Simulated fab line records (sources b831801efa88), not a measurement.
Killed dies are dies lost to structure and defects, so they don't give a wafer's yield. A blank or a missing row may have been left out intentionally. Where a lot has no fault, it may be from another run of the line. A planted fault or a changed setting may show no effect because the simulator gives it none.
The tool behind it: which one? :: flow sky130 :: Sampling: 12 lots, 36 wafers, 5 of 708 route steps

## WHAT THE GAUGES SHOWED, per wafer
SKY_VT_ADJUST_LVTN_TW_MEAS_10. Usual: VT_ADJUST_LVTN_TW 241.1, standard deviation 1.4.
lot: L528
measured: day 7 09:22
on: film metro-02
VT_ADJUST_LVTN_TW: 243.6 242.1 242.7
flag: 

lot: L529
measured: day 7 14:31
on: film metro-03
VT_ADJUST_LVTN_TW: 238.0 239.0 237.6
flag: 

lot: L531
measured: day 8 06:46
on: film metro-04
VT_ADJUST_LVTN_TW: 242.0 241.3 241.7
flag: 

lot: L533
measured: day 8 16:22
on: film metro-03
VT_ADJUST_LVTN_TW: 240.0 238.8 239.8
flag: 

lot: L534
measured: day 8 23:59
on: film metro-04
VT_ADJUST_LVTN_TW: 242.7 241.0 241.8
flag: 

lot: L535
measured: day 9 03:52
on: film metro-04
VT_ADJUST_LVTN_TW: 243.0 241.4 242.5
flag: 

lot: L536
measured: day 9 15:34
on: film metro-02
VT_ADJUST_LVTN_TW: 240.0 240.7 240.7
flag: 

lot: L537
measured: day 9 21:22
on: film metro-03
VT_ADJUST_LVTN_TW: 239.7 239.7 239.8
flag: 

lot: L544
measured: day 11 19:03
on: film metro-04
VT_ADJUST_LVTN_TW: 240.6 240.7 241.6
flag: 

lot: L546
measured: day 12 02:40
on: film metro-04
VT_ADJUST_LVTN_TW: 243.1 241.1 241.9
flag: 

lot: L547
measured: day 12 07:36
on: film metro-04
VT_ADJUST_LVTN_TW: 242.6 242.7 242.5
flag: 

lot: L548
measured: day 12 14:46
on: film metro-02
VT_ADJUST_LVTN_TW: 240.5 240.3 240.3
flag: 

SKY_VT_ADJUST_NCORE_TW_MEAS_11. Usual: VT_ADJUST_NCORE_TW 218.0, standard deviation 1.3.
lot: L528
measured: day 9 00:26
on: film metro-01
VT_ADJUST_NCORE_TW: 216.5 216.6 216.5
flag: 

lot: L529
measured: day 9 05:01
on: film metro-03
VT_ADJUST_NCORE_TW: 216.3 218.3 217.3
flag: 

lot: L531
measured: day 10 00:14
on: film metro-01
VT_ADJUST_NCORE_TW: 217.5 218.3 217.8
flag: 

lot: L533
measured: day 10 11:02
on: film metro-03
VT_ADJUST_NCORE_TW: 215.7 216.8 216.2
flag: 

lot: L534
measured: day 10 17:50
on: film metro-04
VT_ADJUST_NCORE_TW: 220.4 220.4 220.5
flag: 

lot: L535
measured: day 10 23:20
on: film metro-03
VT_ADJUST_NCORE_TW: 217.8 216.6 216.6
flag: 

lot: L536
measured: day 11 10:28
on: film metro-03
VT_ADJUST_NCORE_TW: 217.8 217.5 216.6
flag: 

lot: L537
measured: day 11 16:43
on: film metro-03
VT_ADJUST_NCORE_TW: 218.1 217.9 217.9
flag: 

lot: L544
measured: day 13 17:32
on: film metro-01
VT_ADJUST_NCORE_TW: 250.7 249.3 249.6
flag: OFF

lot: L546
measured: day 14 04:01
on: film metro-03
VT_ADJUST_NCORE_TW: 217.9 217.2 216.7
flag: 

lot: L547
measured: day 14 09:10
on: film metro-03
VT_ADJUST_NCORE_TW: 248.5 248.4 248.8
flag: OFF

lot: L548
measured: day 14 17:14
on: film metro-03
VT_ADJUST_NCORE_TW: 214.9 216.1 217.3
flag: 

SKY_RES_PROTECT_TW_MEAS_08. Usual: POLY_GATE_TW 4025, standard deviation 23.
lot: L528
measured: day 15 13:44
on: film metro-03
POLY_GATE_TW: 4022 3999 4024
flag: 

lot: L529
measured: day 15 23:50
on: film metro-02
POLY_GATE_TW: 4044 4047 4027
flag: 

lot: L531
measured: day 16 11:58
on: film metro-02
POLY_GATE_TW: 4042 4059 4062
flag: 

lot: L533
measured: day 17 07:05
on: film metro-02
POLY_GATE_TW: 4024 4017 4002
flag: 

lot: L534
measured: day 17 11:15
on: film metro-03
POLY_GATE_TW: 4019 4012 4022
flag: 

lot: L535
measured: day 17 17:59
on: film metro-02
POLY_GATE_TW: 4014 4042 4039
flag: 

lot: L536
measured: day 18 10:13
on: film metro-02
POLY_GATE_TW: 4012 4035 4039
flag: 

lot: L537
measured: day 18 18:02
on: film metro-04
POLY_GATE_TW: 4011 3989 4006
flag: 

lot: L544
measured: day 21 09:34
on: film metro-04
POLY_GATE_TW: 3997 4013 4010
flag: 

lot: L546
measured: day 21 22:45
on: film metro-04
POLY_GATE_TW: 4003 4028 4003
flag: 

lot: L547
measured: day 22 07:55
on: film metro-03
POLY_GATE_TW: 4030 4026 4030
flag: 

lot: L548
measured: day 22 22:47
on: film metro-02
POLY_GATE_TW: 4026 4004 4014
flag: 

## EACH LOT AND THE TOOL THAT RAN IT (in order: tool; ch and the chambers of the sampled wafers; start)
lot: L528
SKY_VT_ADJUST_HVTP_STRIP_10: plasma asher-01 ch 0,1, day 6 13:35
SKY_VT_ADJUST_NCORE_IMPLANT_09: implanter-01 ch 0, day 9 00:11

lot: L529
SKY_VT_ADJUST_HVTP_STRIP_10: plasma asher-01 ch 0,1, day 6 18:26
SKY_VT_ADJUST_NCORE_IMPLANT_09: implanter-04 ch 0, day 9 04:47

lot: L531
SKY_VT_ADJUST_HVTP_STRIP_10: plasma asher-01 ch 0,1, day 7 10:41
SKY_VT_ADJUST_NCORE_IMPLANT_09: implanter-04 ch 0, day 9 23:59

lot: L533
SKY_VT_ADJUST_HVTP_STRIP_10: plasma asher-03 ch 0,1, day 7 21:59
SKY_VT_ADJUST_NCORE_IMPLANT_09: implanter-03 ch 0, day 10 10:48

lot: L534
SKY_VT_ADJUST_HVTP_STRIP_10: plasma asher-04 ch 0,1, day 8 04:36
SKY_VT_ADJUST_NCORE_IMPLANT_09: implanter-03 ch 0, day 10 17:38

lot: L535
SKY_VT_ADJUST_HVTP_STRIP_10: plasma asher-04 ch 0,1, day 8 09:01
SKY_VT_ADJUST_NCORE_IMPLANT_09: implanter-04 ch 0, day 10 23:06

lot: L536
SKY_VT_ADJUST_HVTP_STRIP_10: plasma asher-01 ch 0,1, day 8 17:41
SKY_VT_ADJUST_NCORE_IMPLANT_09: implanter-04 ch 0, day 11 10:13

lot: L537
SKY_VT_ADJUST_HVTP_STRIP_10: plasma asher-01 ch 0,1, day 8 23:44
SKY_VT_ADJUST_NCORE_IMPLANT_09: implanter-01 ch 0, day 11 16:28

lot: L544
SKY_VT_ADJUST_HVTP_STRIP_10: plasma asher-04 ch 0,1, day 10 20:44
SKY_VT_ADJUST_NCORE_IMPLANT_09: implanter-03 ch 0, day 13 17:17

lot: L546
SKY_VT_ADJUST_HVTP_STRIP_10: plasma asher-03 ch 0,1, day 11 03:50
SKY_VT_ADJUST_NCORE_IMPLANT_09: implanter-01 ch 0, day 14 03:46

lot: L547
SKY_VT_ADJUST_HVTP_STRIP_10: plasma asher-04 ch 0,1, day 11 08:53
SKY_VT_ADJUST_NCORE_IMPLANT_09: implanter-03 ch 0, day 14 08:55

lot: L548
SKY_VT_ADJUST_HVTP_STRIP_10: plasma asher-04 ch 0,1, day 11 15:17
SKY_VT_ADJUST_NCORE_IMPLANT_09: implanter-01 ch 0, day 14 17:00
- SKY_VT_ADJUST_HVTP_STRIP_10: strips in O2/N2.
- SKY_VT_ADJUST_NCORE_IMPLANT_09

## AS READ BY THE TOOLS THEMSELVES (means over the sampled wafers that have a number; for cases with no such wafer, the mark the record gives instead)
SKY_VT_ADJUST_HVTP_STRIP_10. Usual: drypump motor current A 5.6 A, standard deviation 0.4; oes product au 0.716 a.u., standard deviation 0.0043; strip time to endpoint s 14.16 s, standard deviation 0.039.
lot: L528
tool: plasma asher-01
drypump motor current A (A): 5.9
oes product au (a.u.): 0.719
strip time to endpoint s (s): 14.18
flag: 

lot: L529
tool: plasma asher-01
drypump motor current A (A): 5.9
oes product au (a.u.): 0.714
strip time to endpoint s (s): 14.15
flag: 

lot: L531
tool: plasma asher-01
drypump motor current A (A): 5.9
oes product au (a.u.): 0.715
strip time to endpoint s (s): 14.15
flag: 

lot: L533
tool: plasma asher-03
drypump motor current A (A): 4.9
oes product au (a.u.): 0.713
strip time to endpoint s (s): 14.16
flag: 

lot: L534
tool: plasma asher-04
drypump motor current A (A): 5.7
oes product au (a.u.): 0.715
strip time to endpoint s (s): 14.17
flag: 

lot: L535
tool: plasma asher-04
drypump motor current A (A): 5.7
oes product au (a.u.): 0.717
strip time to endpoint s (s): 14.09
flag: 

lot: L536
tool: plasma asher-01
drypump motor current A (A): 5.9
oes product au (a.u.): 0.716
strip time to endpoint s (s): 14.13
flag: 

lot: L537
tool: plasma asher-01
drypump motor current A (A): 5.8
oes product au (a.u.): 0.717
strip time to endpoint s (s): 14.14
flag: 

lot: L544
tool: plasma asher-04
drypump motor current A (A): 5.7
oes product au (a.u.): 0.715
strip time to endpoint s (s): 14.24
flag: 

lot: L546
tool: plasma asher-03
drypump motor current A (A): 4.9
oes product au (a.u.): 0.710
strip time to endpoint s (s): 14.19
flag: 

lot: L547
tool: plasma asher-04
drypump motor current A (A): 5.7
oes product au (a.u.): 0.721
strip time to endpoint s (s): 14.18
flag: 

lot: L548
tool: plasma asher-04
drypump motor current A (A): 5.7
oes product au (a.u.): 0.717
strip time to endpoint s (s): 14.19
flag: 

SKY_VT_ADJUST_NCORE_IMPLANT_09. Usual: dose ions cm2 2.4007e+12, standard deviation 2.9e+09; faraday current uA 13.52, standard deviation 0.25.
lot: L528
tool: implanter-01
dose ions cm2: 2.4021e+12
faraday current uA: 13.72
flag: 

lot: L529
tool: implanter-04
dose ions cm2: 2.4002e+12
faraday current uA: 13.51
flag: 

lot: L531
tool: implanter-04
dose ions cm2: 2.4004e+12
faraday current uA: 13.55
flag: 

lot: L533
tool: implanter-03
dose ions cm2: 2.4012e+12
faraday current uA: 13.72
flag: 

lot: L534
tool: implanter-03
dose ions cm2: 2.4003e+12
faraday current uA: 13.55
flag: 

lot: L535
tool: implanter-04
dose ions cm2: 2.3992e+12
faraday current uA: 13.39
flag: 

lot: L536
tool: implanter-04
dose ions cm2: 2.4043e+12
faraday current uA: 13.57
flag: 

lot: L537
tool: implanter-01
dose ions cm2: 2.3985e+12
faraday current uA: 13.35
flag: 

lot: L544
tool: implanter-03
dose ions cm2: 3.8564e+12
faraday current uA: 21.50
flag: OFF

lot: L546
tool: implanter-01
dose ions cm2: 2.4028e+12
faraday current uA: 13.40
flag: 

lot: L547
tool: implanter-03
dose ions cm2: 3.8585e+12
faraday current uA: 21.99
flag: OFF

lot: L548
tool: implanter-01
dose ions cm2: 2.4002e+12
faraday current uA: 13.55
flag: 

## THE ANSWER, worked out from the rows above alone
Rule: lot off if the mean of its wafers having a number is beyond 3 standard deviations from the usual mean. A lot without any number at a reading at which 4 lots or more have one is off too. Any other lot the step has rows for is counted as sound. After the gauges, taken in route order, come the tools' own readings; for these a lot's mean is taken, as printed above. At the first step where some lot is off, the reading lying furthest off is the one used; lots without a number count as furthest.
Off: L544, L547, seen at SKY_VT_ADJUST_NCORE_TW_MEAS_11 (VT_ADJUST_NCORE_TW).
A tool fits if, at a process step before that reading, it ran every lot that is off, and no sound lot after the first of them. The gauges at SKY_VT_ADJUST_NCORE_TW_MEAS_11 aren't tried: what is off there is off at SKY_VT_ADJUST_NCORE_IMPLANT_09 too, on other tools, and a gauge's error can't cause that. One candidate fits, namely implanter-03 at SKY_VT_ADJUST_NCORE_IMPLANT_09. Its last sound lot is L534 (day 10 17:38), its first lot that is off L544 (day 13 17:17): a fault that began between those two fits.
The tool's own readings at SKY_VT_ADJUST_NCORE_IMPLANT_09 bear it out: on the lots that are off they differ by more than 5 times the standard deviation of the sound lots' means. dose ions cm2 reads 3.8574e+12 there against 2.4009e+12 on the sound lots; faraday current uA reads 21.74 there against 13.53 on the sound lots.

## WHAT WAS PUT IN BY THE SIMULATOR
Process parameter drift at SKY_VT_ADJUST_NCORE_IMPLANT_09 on implanter-03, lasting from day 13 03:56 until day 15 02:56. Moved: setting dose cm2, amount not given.
Struck lots among those shown: L544, L547. Same finding as the rule above.
